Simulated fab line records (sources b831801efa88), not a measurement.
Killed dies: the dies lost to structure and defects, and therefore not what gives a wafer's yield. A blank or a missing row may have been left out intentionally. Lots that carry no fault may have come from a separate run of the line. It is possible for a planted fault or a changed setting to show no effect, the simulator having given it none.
Matching of chambers ; flow sky130 ; 4 sister chambers for SKY_CONTACT_ETCH_17 on rie-diel-03
The step etches SiO2 in C4F8/O2/Ar, stops on Si3N4, target depth 340 nm. 4 wafers are shown with their chamber, then 7 later ones without.

== WAFERS WITH THEIR CHAMBER ==
wafer;chamber;bias-w (W)
L343.4;3;1203
L353.5;1;1199
L358.2;2;1203
L358.3;0;1204

== WAFERS WITHOUT THEIR CHAMBER ==
wafer;bias-w (W)
L358.4;1200
L364.2;1201
L364.4;1196
L364.5;1198
L366.3;1203
L366.5;1201
L366.6;1203

== EACH ONE'S CHAMBER ==
wafer;from the rows above;in truth
L358.4;can't be placed: 1 or 2 or 3 or 0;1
L364.2;can't be placed: 1 or 2 or 3 or 0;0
L364.4;1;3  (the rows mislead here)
L364.5;1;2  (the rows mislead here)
L366.3;can't be placed: 2 or 3 or 0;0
L366.5;can't be placed: 1 or 2 or 3 or 0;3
L366.6;can't be placed: 2 or 3 or 0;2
Correctly placed: 0 of 7. Can't be placed from these rows: 5 (the true chamber is among the candidates in 5). Wrongly placed: 2.
How it was worked out, from the rows above alone: a wafer's distance from a chamber is the root of the sum, over the readings, of the square of ((its reading less the chamber's mean) divided by the reading's scatter). The wafer belongs to the nearest chamber; if the next one is less than 2 further off, it can't be placed. A chamber's mean is the mean of its shown wafers. The scatter (one wafer shown for each chamber): square how far every hidden wafer sits from the nearest shown wafer, average those squares and take the square root.
